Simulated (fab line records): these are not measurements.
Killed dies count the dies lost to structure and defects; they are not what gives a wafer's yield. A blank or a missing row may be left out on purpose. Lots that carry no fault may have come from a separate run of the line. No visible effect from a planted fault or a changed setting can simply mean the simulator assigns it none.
fab line records ; flow sky130
record: lots: 24; wafers: 72; last_day: 50
route steps=708 shown METAL1@437 VIA2@509 CAPM@549 CAP2M@606
lots untouched by any fault: they come from a run of this same line in which no faults occurred
start_h: start of the lot's first displayed wafer, in hours after the record's first day ; wait_h: time in hours since the lot's previous step ; " repeats the value in the row above ; L1.1+2: one row covering several wafers at once ; - value missing, or start not given ; * or withheld: withheld ; < > ~ a bound
route shown NAME@n: NAME is a module with steps in the file, n the number in the route of the first one ; usual: average and standard deviation across the fault-free wafers ; same: alike in all rows ; chamber/n: place in a boat ; sites: each site's reading ; _std_site: the standard deviation of these ; _edge_site: inner sites' mean taken away from outer sites' mean ; radius_mm: how far each site lies from the wafer's centre ; mask NAME#n: copy n ; behind: the most recent tool/chamber to have shaped the wafer ; hold: what put the lot on hold/how long, in hours/how the hold closed ; device: which transistor (n, p or np) failed to switch ; end of line: at the end of the route, the tests of the same wafers ; a step with no rows: only its recipe ; killed: dies that structure and defects cost at the first sort, which is not the same as the wafer's yield ; map: per-die view of a wafer (x killed, . not killed, _ where there is no die)
set.NAME: the run value of the setting; set.NAME@STEP: its run value at that earlier step ; model.NAME: the simulator's own value behind a step, which no gauge read
a sample of lots followed through the steps of the route, with each step as a table and each wafer as a row
services: from which hour (start_h, from the record's first day; less than 0 if before it) a tool's chamber was out of use, for how many hours, and why
== steps ==
step: SKY_METAL1_SPUTTER_03
recipe: material: Ti; target_thk_nm: 5; power_w: 3000; time_s: 3.3; chamber_pressure_pa: 0.4
usual: throttle_valve_pct: 29.9/0.89
lot.wafer;tool;chamber;start_h;wait_h;throttle_valve_pct
L074.4;pvd_sputter-02;-;742.36;0.0;30.7
L074.5;pvd_sputter-02;-;742.36;0.0;30.0
L074.6;pvd_sputter-02;-;742.36;0.0;30.8
L075.1;pvd_sputter-01;-;756.24;0.0;30.8
L075.2;pvd_sputter-01;-;756.24;0.0;30.7
L075.6;pvd_sputter-01;-;756.24;0.0;29.7
L076.1;pvd_sputter-01;-;770.06;0.0;29.9
L076.4;pvd_sputter-01;-;770.06;0.0;30.2
L076.6;pvd_sputter-01;-;770.06;0.0;30.1
L077.4;pvd_sputter-02;-;774.08;0.0;28.1
L077.5;pvd_sputter-02;-;774.08;0.0;27.8
L077.6;pvd_sputter-02;-;774.08;0.0;30.0
L078.2;pvd_sputter-03;-;777.71;0.0;28.4
L078.5;pvd_sputter-03;-;777.71;0.0;30.8
L078.6;pvd_sputter-03;-;777.71;0.0;30.3
L079.2;pvd_sputter-02;-;793.12;0.0;27.9
L079.4;pvd_sputter-02;-;793.12;0.0;30.0
L079.6;pvd_sputter-02;-;793.12;0.0;30.1
L080.2;pvd_sputter-03;-;811.85;0.0;30.8
L080.4;pvd_sputter-03;-;811.85;0.0;28.6
L080.5;pvd_sputter-03;-;811.85;0.0;30.5
L082.1;pvd_sputter-02;-;812.17;0.0;29.9
L082.5;pvd_sputter-02;-;812.17;0.0;30.1
L082.6;pvd_sputter-02;-;812.17;0.0;28.1
L081.3;pvd_sputter-02;-;816.96;0.0;30.3
L081.5;pvd_sputter-02;-;816.96;0.0;30.0
L081.6;pvd_sputter-02;-;816.96;0.0;30.8
L083.2;pvd_sputter-01;-;822.13;0.0;30.1
L083.3;pvd_sputter-01;-;822.13;0.0;30.7
L083.4;pvd_sputter-01;-;822.13;0.0;30.5
L084.2;pvd_sputter-01;-;833.28;0.0;30.2
L084.3;pvd_sputter-01;-;833.28;0.0;30.9
L084.5;pvd_sputter-01;-;833.28;0.0;29.9
L086.2;pvd_sputter-02;-;835.43;0.0;30.1
L086.4;pvd_sputter-02;-;835.43;0.0;30.6
L086.5;pvd_sputter-02;-;835.43;0.0;30.6
L087.1;pvd_sputter-02;-;837.68;0.0;30.4
L087.4;pvd_sputter-02;-;837.68;0.0;30.1
L087.6;pvd_sputter-02;-;837.68;0.0;29.7
L085.2;pvd_sputter-01;-;838.14;0.0;30.5
L085.3;pvd_sputter-01;-;838.14;0.0;30.7
L085.4;pvd_sputter-01;-;838.14;0.0;30.0
L088.1;pvd_sputter-02;-;848.39;0.0;29.4
L088.4;pvd_sputter-02;-;848.39;0.0;30.6
L088.5;pvd_sputter-02;-;848.39;0.0;30.7
L089.3;pvd_sputter-02;-;857.02;0.0;28.3
L089.4;pvd_sputter-02;-;857.02;0.0;29.9
L089.6;pvd_sputter-02;-;857.02;0.0;29.8
L090.3;pvd_sputter-01;-;857.94;0.0;30.3
L090.4;pvd_sputter-01;-;857.94;0.0;30.8
L090.5;pvd_sputter-01;-;857.94;0.0;30.3
L091.2;pvd_sputter-01;-;874.32;0.0;30.0
L091.3;pvd_sputter-01;-;874.32;0.0;30.2
L091.6;pvd_sputter-01;-;874.32;0.0;30.5
L092.3;pvd_sputter-01;-;882.42;0.0;30.8
L092.5;pvd_sputter-01;-;882.42;0.0;30.2
L092.6;pvd_sputter-01;-;882.42;0.0;30.3
L094.1;pvd_sputter-02;-;885.12;0.0;29.5
L094.3;pvd_sputter-02;-;885.12;0.0;30.1
L094.5;pvd_sputter-02;-;885.12;0.0;28.1
L093.1;pvd_sputter-03;-;887.13;0.0;30.1
L093.2;pvd_sputter-03;-;887.13;0.0;30.7
L093.4;pvd_sputter-03;-;887.13;0.0;28.4
L095.2;pvd_sputter-02;-;898.33;0.0;29.6
L095.3;pvd_sputter-02;-;898.33;0.0;27.9
L095.5;pvd_sputter-02;-;898.33;0.0;28.1
L097.1;pvd_sputter-01;-;908.26;0.0;29.7
L097.4;pvd_sputter-01;-;908.26;0.0;30.8
L097.5;pvd_sputter-01;-;908.26;0.0;30.8
L096.1;pvd_sputter-03;-;909.56;0.0;30.7
L096.2;pvd_sputter-03;-;909.56;0.0;30.1
L096.4;pvd_sputter-03;-;909.56;0.0;28.3
step: SKY_VIA2_CMP_02
recipe: material: SiO2; down_force_psi: 4; platen_rpm: 60; pad_velocity_m_s: 0.94248
usual: head_pressure_psi: 3.999/0.0097; motor_current_A: 12.0/1
lot.wafer;tool;chamber;start_h;wait_h;head_pressure_psi;motor_current_A
L074.4;cmp-02;2;828.17;0.2;4.001;12.4
L074.5;cmp-02;3;828.17;0.2;3.996;12.6
L074.6;cmp-02;0;828.17;0.2;4.006;10.8
L075.1;cmp-02;3;841.33;0.1;3.995;12.9
L075.2;cmp-02;0;841.33;0.1;4.013;10.4
L075.6;cmp-02;1;841.33;0.1;4.005;12.1
L076.1;cmp-01;3;854.94;0.1;4.000;13.0
L076.4;cmp-01;0;854.94;0.1;3.994;11.3
L076.6;cmp-01;3;854.94;0.1;4.008;12.9
L077.4;cmp-01;0;857.92;0.2;3.991;11.6
L077.6;cmp-01;1;857.92;0.2;3.990;13.7
L077.5;cmp-01;2;857.92;0.2;3.981;11.2
L078.2;cmp-01;1;860.12;0.0;3.986;13.1
L078.6;cmp-01;1;860.12;0.0;4.001;13.4
L078.5;cmp-01;2;860.12;0.0;4.008;11.0
L079.4;cmp-02;2;875.82;0.1;3.995;12.4
L079.2;cmp-02;0;875.82;0.1;3.997;10.3
L079.6;cmp-02;2;875.82;0.1;3.999;12.0
L080.2;cmp-01;0;894.14;0.0;4.004;11.1
L080.4;cmp-01;3;894.14;0.0;3.995;13.4
L080.5;cmp-01;1;894.14;0.0;3.998;13.4
L082.1;cmp-01;3;895.03;0.1;3.988;12.9
L082.6;cmp-01;1;895.03;0.1;3.978;13.2
L082.5;cmp-01;2;895.03;0.1;4.019;10.7
L081.3;cmp-02;0;899.44;0.2;4.011;10.5
L081.5;cmp-02;1;899.44;0.2;4.008;11.9
L081.6;cmp-02;2;899.44;0.2;3.997;12.4
L083.3;cmp-02;3;904.68;0.0;4.005;12.1
L083.4;cmp-02;0;904.68;0.0;4.002;10.6
L083.2;cmp-02;2;904.68;0.0;4.005;12.5
L084.2;cmp-02;0;914.04;0.1;4.008;10.2
L084.3;cmp-02;2;914.04;0.1;4.004;12.5
L084.5;cmp-02;0;914.04;0.1;4.000;11.0
L086.2;cmp-01;1;916.19;0.1;4.018;13.5
L086.4;cmp-01;2;916.19;0.1;3.999;10.9
L086.5;cmp-01;1;916.19;0.1;4.011;13.1
L087.4;cmp-01;2;918.10;0.3;3.998;11.2
L087.1;cmp-01;0;918.10;0.3;4.006;11.3
L087.6;cmp-01;2;918.10;0.3;4.009;10.8
L085.3;cmp-02;1;919.84;0.7;4.019;12.4
L085.4;cmp-02;2;919.84;0.7;3.992;12.0
L085.2;cmp-02;3;919.84;0.7;4.002;12.3
L088.1;cmp-01;3;928.48;0.1;4.012;13.3
L088.4;cmp-01;0;928.48;0.1;4.009;10.8
L088.5;cmp-01;1;928.48;0.1;4.002;12.7
L089.3;cmp-01;0;937.24;0.0;4.002;11.5
L089.4;cmp-01;1;937.24;0.0;3.999;12.9
L089.6;cmp-01;1;937.24;0.0;4.009;13.9
L090.4;cmp-02;3;937.53;0.1;4.002;12.6
L090.3;cmp-02;0;937.53;0.1;4.008;10.9
L090.5;cmp-02;2;937.53;0.1;4.009;12.8
L091.3;cmp-01;0;953.24;0.1;4.009;11.2
L091.2;cmp-01;1;953.24;0.1;4.019;13.7
L091.6;cmp-01;3;953.24;0.1;3.986;12.9
L092.3;cmp-01;0;960.94;0.1;4.005;11.0
L092.5;cmp-01;2;960.94;0.1;4.003;10.4
L092.6;cmp-01;3;960.94;0.1;3.999;12.9
L094.1;cmp-01;3;963.72;0.1;3.987;13.9
L094.3;cmp-01;0;963.72;0.1;3.991;11.1
L094.5;cmp-01;2;963.72;0.1;3.997;10.7
L093.2;cmp-02;0;965.16;0.0;3.993;11.1
L093.1;cmp-02;1;965.16;0.0;3.990;12.1
L093.4;cmp-02;3;965.16;0.0;3.992;11.9
L095.3;cmp-01;2;975.49;0.1;4.013;11.2
L095.2;cmp-01;0;975.49;0.1;3.995;11.2
L095.5;cmp-01;2;975.49;0.1;3.991;10.9
L097.4;cmp-01;0;984.94;0.0;3.992;11.7
L097.1;cmp-01;3;984.94;0.0;4.003;12.1
L097.5;cmp-01;0;984.94;0.0;3.990;11.3
L096.4;cmp-01;0;987.39;0.0;3.974;11.3
L096.1;cmp-01;2;987.39;0.0;3.993;11.5
L096.2;cmp-01;3;987.39;0.0;4.010;12.9
step: SKY_VIA2_BOW_MEAS_03
recipe: mode: bow
usual: VIA2_BOW: 87/8
lot.wafer;tool;chamber;start_h;wait_h;VIA2_BOW[um]
L074.4;film_metro-02;-;828.38;0.2;84
L074.5;film_metro-02;-;828.38;0.2;74
L074.6;film_metro-02;-;828.38;0.2;101
L075.1;film_metro-02;-;841.53;0.1;85
L075.2;film_metro-02;-;841.53;0.1;86
L075.6;film_metro-02;-;841.53;0.1;83
L076.1;film_metro-02;-;855.24;0.2;82
L076.4;film_metro-02;-;855.24;0.2;95
L076.6;film_metro-02;-;855.24;0.2;87
L077.4;film_metro-03;-;858.13;0.2;92
L077.5;film_metro-03;-;858.13;0.2;87
L077.6;film_metro-03;-;858.13;0.2;81
L078.2;film_metro-03;-;860.44;0.3;97
L078.5;film_metro-03;-;860.44;0.3;93
L078.6;film_metro-03;-;860.44;0.3;94
L079.2;film_metro-03;-;876.09;0.1;79
L079.4;film_metro-03;-;876.09;0.1;82
L079.6;film_metro-03;-;876.09;0.1;72
L080.2;film_metro-02;-;894.46;0.3;87
L080.4;film_metro-02;-;894.46;0.3;86
L080.5;film_metro-02;-;894.46;0.3;87
L082.1;film_metro-01;-;895.23;0.1;85
L082.5;film_metro-01;-;895.23;0.1;94
L082.6;film_metro-01;-;895.23;0.1;83
L081.3;film_metro-02;-;899.63;0.1;80
L081.5;film_metro-02;-;899.63;0.1;84
L081.6;film_metro-02;-;899.63;0.1;92
L083.2;film_metro-03;-;905.00;0.1;85
L083.3;film_metro-03;-;905.00;0.1;87
L083.4;film_metro-03;-;905.00;0.1;78
L084.2;film_metro-01;-;914.31;0.2;86
L084.3;film_metro-01;-;914.31;0.2;68
L084.5;film_metro-01;-;914.31;0.2;78
L086.2;film_metro-02;-;916.46;0.2;85
L086.4;film_metro-02;-;916.46;0.2;77
L086.5;film_metro-02;-;916.46;0.2;91
L087.1;film_metro-02;-;918.40;0.1;93
L087.4;film_metro-02;-;918.40;0.1;94
L087.6;film_metro-02;-;918.40;0.1;86
L085.2;film_metro-02;-;920.11;0.1;91
L085.3;film_metro-02;-;920.11;0.1;77
L085.4;film_metro-02;-;920.11;0.1;78
L088.1;film_metro-02;-;928.68;0.1;82
L088.4;film_metro-02;-;928.68;0.1;91
L088.5;film_metro-02;-;928.68;0.1;92
L089.3;film_metro-02;-;937.58;0.3;98
L089.4;film_metro-02;-;937.58;0.3;84
L089.6;film_metro-02;-;937.58;0.3;89
L090.3;film_metro-03;-;937.82;0.2;101
L090.4;film_metro-03;-;937.82;0.2;97
L090.5;film_metro-03;-;937.82;0.2;96
L091.2;film_metro-03;-;953.46;0.1;70
L091.3;film_metro-03;-;953.46;0.1;87
L091.6;film_metro-03;-;953.46;0.1;75
L092.3;film_metro-03;-;961.18;0.2;97
L092.5;film_metro-03;-;961.18;0.2;82
L092.6;film_metro-03;-;961.18;0.2;100
L094.1;film_metro-03;-;963.97;0.2;82
L094.3;film_metro-03;-;963.97;0.2;82
L094.5;film_metro-03;-;963.97;0.2;82
L093.1;film_metro-02;-;965.46;0.2;80
L093.2;film_metro-02;-;965.46;0.2;90
L093.4;film_metro-02;-;965.46;0.2;92
L095.2;film_metro-02;-;975.76;0.1;93
L095.3;film_metro-02;-;975.76;0.1;93
L095.5;film_metro-02;-;975.76;0.1;88
L097.1;film_metro-03;-;985.24;0.1;78
L097.4;film_metro-03;-;985.24;0.1;85
L097.5;film_metro-03;-;985.24;0.1;69
L096.1;film_metro-02;-;987.69;0.1;80
L096.2;film_metro-02;-;987.69;0.1;83
L096.4;film_metro-02;-;987.69;0.1;67
step: SKY_VIA2_OVL_MEAS_13
usual: VIA2_OVL: 2/4.7
lot.wafer;tool;chamber;start_h;wait_h;VIA2_OVL[nm]
L074.4;overlay-01;-;854.62;0.1;4
L074.5;overlay-01;-;854.62;0.1;11
L074.6;overlay-01;-;854.62;0.1;2
L075.1;overlay-02;-;867.65;0.1;0
L075.2;overlay-02;-;867.65;0.1;9
L075.6;overlay-02;-;867.65;0.1;-1
L076.1;overlay-02;-;881.84;0.1;2
L076.4;overlay-02;-;881.84;0.1;8
L076.6;overlay-02;-;881.84;0.1;8
L077.4;overlay-01;-;884.62;0.1;-3
L077.5;overlay-01;-;884.62;0.1;3
L077.6;overlay-01;-;884.62;0.1;-4
L078.2;overlay-02;-;886.65;0.1;4
L078.5;overlay-02;-;886.65;0.1;7
L078.6;overlay-02;-;886.65;0.1;6
L079.2;overlay-02;-;901.40;0.1;2
L079.4;overlay-02;-;901.40;0.1;0
L079.6;overlay-02;-;901.40;0.1;-1
L080.2;overlay-01;-;919.11;0.1;5
L080.4;overlay-01;-;919.11;0.1;4
L080.5;overlay-01;-;919.11;0.1;6
L082.1;overlay-01;-;920.05;0.1;6
L082.5;overlay-01;-;920.05;0.1;1
L082.6;overlay-01;-;920.05;0.1;7
L081.3;overlay-01;-;924.46;0.1;14
L081.5;overlay-01;-;924.46;0.1;13
L081.6;overlay-01;-;924.46;0.1;11
L083.2;overlay-01;-;929.78;0.1;-2
L083.3;overlay-01;-;929.78;0.1;-11
L083.4;overlay-01;-;929.78;0.1;-1
L084.2;overlay-02;-;939.00;0.1;3
L084.3;overlay-02;-;939.00;0.1;1
L084.5;overlay-02;-;939.00;0.1;-1
L086.2;overlay-01;-;941.36;0.1;4
L086.4;overlay-01;-;941.36;0.1;7
L086.5;overlay-01;-;941.36;0.1;-4
L087.1;overlay-02;-;942.83;0.1;3
L087.4;overlay-02;-;942.83;0.1;2
L087.6;overlay-02;-;942.83;0.1;-3
L085.2;overlay-02;-;944.71;0.1;-2
L085.3;overlay-02;-;944.71;0.1;1
L085.4;overlay-02;-;944.71;0.1;5
L088.1;overlay-02;-;952.95;0.1;4
L088.4;overlay-02;-;952.95;0.1;1
L088.5;overlay-02;-;952.95;0.1;1
L089.3;overlay-02;-;961.81;0.1;-4
L089.4;overlay-02;-;961.81;0.1;1
L089.6;overlay-02;-;961.81;0.1;-4
L090.3;overlay-01;-;961.96;0.1;-4
L090.4;overlay-01;-;961.96;0.1;-3
L090.5;overlay-01;-;961.96;0.1;-6
L091.2;overlay-02;-;977.06;0.1;2
L091.3;overlay-02;-;977.06;0.1;-1
L091.6;overlay-02;-;977.06;0.1;-5
L092.3;overlay-02;-;985.76;0.1;3
L092.5;overlay-02;-;985.76;0.1;7
L092.6;overlay-02;-;985.76;0.1;2
L094.1;overlay-01;-;988.19;0.1;-7
L094.3;overlay-01;-;988.19;0.1;-5
L094.5;overlay-01;-;988.19;0.1;-4
L093.1;overlay-02;-;989.53;0.1;-8
L093.2;overlay-02;-;989.53;0.1;0
L093.4;overlay-02;-;989.53;0.1;-3
L095.2;overlay-01;-;999.91;0.1;-6
L095.3;overlay-01;-;999.91;0.1;-3
L095.5;overlay-01;-;999.91;0.1;-1
L097.1;overlay-01;-;1008.55;0.1;4
L097.4;overlay-01;-;1008.55;0.1;7
L097.5;overlay-01;-;1008.55;0.1;-1
L096.1;overlay-02;-;1011.09;0.1;-1
L096.2;overlay-02;-;1011.09;0.1;3
L096.4;overlay-02;-;1011.09;0.1;9
step: SKY_CAPM_OVL_MEAS_12
usual: CAPM_OVL: 1.3/1.2
lot.wafer;tool;chamber;start_h;wait_h;CAPM_OVL[nm]
L074.4;overlay-02;-;882.28;0.1;0.7
L074.5;overlay-02;-;882.28;0.1;0.9
L074.6;overlay-02;-;882.28;0.1;2.7
L075.1;overlay-01;-;895.01;0.1;1.8
L075.2;overlay-01;-;895.01;0.1;1.0
L075.6;overlay-01;-;895.01;0.1;0.4
L076.1;overlay-01;-;909.02;0.1;2.9
L076.4;overlay-01;-;909.02;0.1;1.0
L076.6;overlay-01;-;909.02;0.1;2.7
L077.4;overlay-02;-;911.40;0.1;2.0
L077.5;overlay-02;-;911.40;0.1;2.7
L077.6;overlay-02;-;911.40;0.1;1.2
L078.2;overlay-01;-;913.27;0.1;2.9
L078.5;overlay-01;-;913.27;0.1;1.9
L078.6;overlay-01;-;913.27;0.1;2.3
L079.2;overlay-02;-;927.53;0.1;-0.3
L079.4;overlay-02;-;927.53;0.1;2.3
L079.6;overlay-02;-;927.53;0.1;2.0
L080.2;overlay-02;-;944.63;0.1;1.2
L080.4;overlay-02;-;944.63;0.1;2.9
L080.5;overlay-02;-;944.63;0.1;2.5
L082.1;overlay-01;-;945.22;0.1;0.3
L082.5;overlay-01;-;945.22;0.1;1.1
L082.6;overlay-01;-;945.22;0.1;-0.3
L081.3;overlay-01;-;949.72;0.1;0.2
L081.5;overlay-01;-;949.72;0.1;-0.4
L081.6;overlay-01;-;949.72;0.1;-0.3
L083.2;overlay-02;-;955.34;0.1;1.0
L083.3;overlay-02;-;955.34;0.1;1.8
L083.4;overlay-02;-;955.34;0.1;1.4
L084.2;overlay-01;-;964.67;0.1;0.9
L084.3;overlay-01;-;964.67;0.1;2.6
L084.5;overlay-01;-;964.67;0.1;1.8
L086.2;overlay-02;-;967.48;0.1;0.9
L086.4;overlay-02;-;967.48;0.1;0.5
L086.5;overlay-02;-;967.48;0.1;2.4
L087.1;overlay-01;-;968.93;0.1;0.1
L087.4;overlay-01;-;968.93;0.1;2.5
L087.6;overlay-01;-;968.93;0.1;1.9
L085.2;overlay-02;-;970.62;0.1;0.1
L085.3;overlay-02;-;970.62;0.1;-0.4
L085.4;overlay-02;-;970.62;0.1;0.4
L088.1;overlay-02;-;978.18;0.1;4.6
L088.4;overlay-02;-;978.18;0.1;3.1
L088.5;overlay-02;-;978.18;0.1;1.7
L089.3;overlay-02;-;986.84;0.1;0.7
L089.4;overlay-02;-;986.84;0.1;-0.8
L089.6;overlay-02;-;986.84;0.1;-0.9
L090.3;overlay-01;-;987.14;0.1;0.1
L090.4;overlay-01;-;987.14;0.1;2.2
L090.5;overlay-01;-;987.14;0.1;0.1
L091.2;overlay-01;-;1002.58;0.1;1.3
L091.3;overlay-01;-;1002.58;0.1;0.2
L091.6;overlay-01;-;1002.58;0.1;1.6
L092.3;overlay-02;-;1010.57;0.1;3.1
L092.5;overlay-02;-;1010.57;0.1;1.2
L092.6;overlay-02;-;1010.57;0.1;2.0
L094.1;overlay-02;-;1012.87;0.1;0.0
L094.3;overlay-02;-;1012.87;0.1;0.6
L094.5;overlay-02;-;1012.87;0.1;0.4
L093.1;overlay-02;-;1014.83;0.1;2.3
L093.2;overlay-02;-;1014.83;0.1;1.9
L093.4;overlay-02;-;1014.83;0.1;1.3
L095.2;overlay-02;-;1024.24;0.1;-1.1
L095.3;overlay-02;-;1024.24;0.1;1.4
L095.5;overlay-02;-;1024.24;0.1;2.1
L097.1;overlay-01;-;1032.18;0.1;0.9
L097.4;overlay-01;-;1032.18;0.1;1.8
L097.5;overlay-01;-;1032.18;0.1;1.6
L096.1;overlay-02;-;1034.28;0.1;0.7
L096.2;overlay-02;-;1034.28;0.1;1.3
L096.4;overlay-02;-;1034.28;0.1;0.9
step: SKY_CAP2M_RS_MEAS_03
recipe: thk_meas_gauge: four-point-probe; reads: TiN_of_CAP2M_SPUTTER_02
usual: CAP2M_TIN_RS: 6.91/0.09
lot.wafer;tool;chamber;start_h;wait_h;CAP2M_TIN_RS[ohm/sq]
L074.4;film_metro-02;-;937.17;0.1;6.93
L074.5;film_metro-02;-;937.17;0.1;6.97
L074.6;film_metro-02;-;937.17;0.1;6.99
L075.1;film_metro-03;-;947.73;0.1;6.98
L075.2;film_metro-03;-;947.73;0.1;6.78
L075.6;film_metro-03;-;947.73;0.1;6.96
L076.1;film_metro-04;-;962.53;0.1;6.82
L076.4;film_metro-04;-;962.53;0.1;6.75
L076.6;film_metro-04;-;962.53;0.1;6.80
L077.4;film_metro-02;-;964.14;0.1;6.80
L077.5;film_metro-02;-;964.14;0.1;6.79
L077.6;film_metro-02;-;964.14;0.1;6.78
L078.2;film_metro-02;-;966.05;0.1;7.05
L078.5;film_metro-02;-;966.05;0.1;7.00
L078.6;film_metro-02;-;966.05;0.1;7.02
L079.2;film_metro-02;-;979.58;0.1;6.82
L079.4;film_metro-02;-;979.58;0.1;6.91
L079.6;film_metro-02;-;979.58;0.1;6.88
L080.2;film_metro-02;-;996.15;0.1;6.96
L080.4;film_metro-02;-;996.15;0.1;6.97
L080.5;film_metro-02;-;996.15;0.1;6.98
L082.1;film_metro-04;-;997.03;0.1;6.91
L082.5;film_metro-04;-;997.03;0.1;6.90
L082.6;film_metro-04;-;997.03;0.1;6.99
L081.3;film_metro-04;-;1000.96;0.1;6.98
L081.5;film_metro-04;-;1000.96;0.1;6.80
L081.6;film_metro-04;-;1000.96;0.1;6.94
L083.2;film_metro-02;-;1007.47;0.1;6.93
L083.3;film_metro-02;-;1007.47;0.1;6.82
L083.4;film_metro-02;-;1007.47;0.1;6.83
L084.2;film_metro-03;-;1016.00;0.1;6.92
L084.3;film_metro-03;-;1016.00;0.1;6.83
L084.5;film_metro-03;-;1016.00;0.1;6.97
L086.2;film_metro-03;-;1018.74;0.1;7.16
L086.4;film_metro-03;-;1018.74;0.1;6.98
L086.5;film_metro-03;-;1018.74;0.1;7.15
L087.1;film_metro-04;-;1020.16;0.1;6.98
L087.4;film_metro-04;-;1020.16;0.1;6.76
L087.6;film_metro-04;-;1020.16;0.1;6.83
L085.2;film_metro-02;-;1021.18;0.1;6.88
L085.3;film_metro-02;-;1021.18;0.1;7.01
L085.4;film_metro-02;-;1021.18;0.1;6.85
L088.1;film_metro-03;-;1027.69;0.1;6.89
L088.4;film_metro-03;-;1027.69;0.1;6.89
L088.5;film_metro-03;-;1027.69;0.1;6.96
L089.3;film_metro-02;-;1036.74;0.1;6.88
L089.4;film_metro-02;-;1036.74;0.1;6.78
L089.6;film_metro-02;-;1036.74;0.1;6.72
L090.3;film_metro-02;-;1037.20;0.1;6.81
L090.4;film_metro-02;-;1037.20;0.1;6.76
L090.5;film_metro-02;-;1037.20;0.1;6.84
L091.2;film_metro-02;-;1051.64;0.1;6.97
L091.3;film_metro-02;-;1051.64;0.1;6.99
L091.6;film_metro-02;-;1051.64;0.1;7.01
L092.3;film_metro-03;-;1059.90;0.1;6.84
L092.5;film_metro-03;-;1059.90;0.1;6.80
L092.6;film_metro-03;-;1059.90;0.1;6.79
L094.1;film_metro-02;-;1061.32;0.1;6.98
L094.3;film_metro-02;-;1061.32;0.1;6.97
L094.5;film_metro-02;-;1061.32;0.1;6.98
L093.1;film_metro-04;-;1062.23;0.1;6.95
L093.2;film_metro-04;-;1062.23;0.1;7.02
L093.4;film_metro-04;-;1062.23;0.1;7.04
L095.2;film_metro-02;-;1071.99;0.1;7.00
L095.3;film_metro-02;-;1071.99;0.1;6.87
L095.5;film_metro-02;-;1071.99;0.1;6.99
L097.1;film_metro-04;-;1079.52;0.1;6.88
L097.4;film_metro-04;-;1079.52;0.1;6.92
L097.5;film_metro-04;-;1079.52;0.1;6.84
L096.1;film_metro-03;-;1081.27;0.1;6.82
L096.2;film_metro-03;-;1081.27;0.1;7.01
L096.4;film_metro-03;-;1081.27;0.1;6.85
== services ==
tool;chamber;start_h;hours;kind
cmp-01;-;744.99;4.0;pm
cmp-01;-;748.99;-;consumable_replace:conditioner
cmp-01;-;748.99;-;consumable_replace:pad
cmp-01;-;762.83;2.1;repair
pvd_sputter-01;-;812.03;4.0;repair
cmp-01;-;819.02;3.5;pm
pvd_sputter-01;3;832.59;-;consumable_replace:kit
pvd_sputter-01;3;832.59;18.0;scheduled_down
pvd_sputter-01;3;832.59;18.0;vent_cycle
pvd_sputter-03;0;853.61;-;consumable_replace:kit
pvd_sputter-03;0;853.61;18.0;scheduled_down
pvd_sputter-03;0;853.61;18.0;vent_cycle
cmp-02;-;905.69;4.5;repair
cmp-02;-;912.99;1.0;repair
cmp-02;-;916.56;3.2;repair
cmp-01;-;918.87;0.9;repair
cmp-02;-;921.58;4.0;pm
cmp-02;-;925.58;-;consumable_replace:conditioner
cmp-02;-;925.58;-;consumable_replace:pad
pvd_sputter-02;3;938.92;-;consumable_replace:kit
pvd_sputter-02;3;938.92;18.0;scheduled_down
pvd_sputter-02;3;938.92;18.0;vent_cycle
cmp-01;-;943.80;5.8;pm
== key ==
fault none
